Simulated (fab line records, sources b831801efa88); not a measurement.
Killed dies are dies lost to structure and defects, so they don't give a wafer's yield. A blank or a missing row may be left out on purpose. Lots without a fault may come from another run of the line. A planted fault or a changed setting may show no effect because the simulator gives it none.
Chamber matching | flow gf180mcu | GF_CONTACT_CMP_27 on cmp-01: 4 sister chambers
The step polishes, stops on SiO2, t overpolish 15 s, target thk 0 nm. 4 wafers are shown with their chamber, then 9 later ones without.

WAFERS WITH THEIR CHAMBER
wafer  | chamber | motor_current_A (A)
L983.3 | 0       | 10.4
L984.1 | 3       | 9.1
L984.3 | 1       | 12.6
L984.5 | 2       | 11.0

WAFERS WITHOUT THEIR CHAMBER
wafer  | motor_current_A (A)
L990.1 | 9.6
L990.3 | 10.4
L991.1 | 11.4
L991.6 | 9.1
L992.1 | 9.6
L992.3 | 10.0
L995.2 | 11.0
L995.4 | 9.1
L995.5 | 11.4

WHICH CHAMBER EACH WENT THROUGH
wafer  | from the rows above          | in truth
L990.1 | can't be placed: 3 or 0      | 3
L990.3 | can't be placed: 0 or 2      | 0
L991.1 | can't be placed: 2 or 0      | 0
L991.6 | 3                            | 3
L992.1 | can't be placed: 3 or 0      | 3
L992.3 | can't be placed: 0 or 3 or 2 | 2
L995.2 | can't be placed: 2 or 0      | 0
L995.4 | 3                            | 3
L995.5 | can't be placed: 2 or 0      | 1
Placed correctly: 2 of 9. Can't be placed from these rows: 7 (the true chamber is among the candidates in 6). Placed wrongly: 0.
How it was worked out, from the rows above alone: a wafer's distance from a chamber is the root of the sum, over the readings, of the square of ((its reading less the chamber's mean) divided by the reading's scatter). The wafer belongs to the nearest chamber; if the next one is less than 2 further off, it can't be placed. A chamber's mean is the mean of its shown wafers. The scatter: with one shown wafer a chamber, the root of the mean of the squares of how far each hidden wafer lies from its nearest shown one.
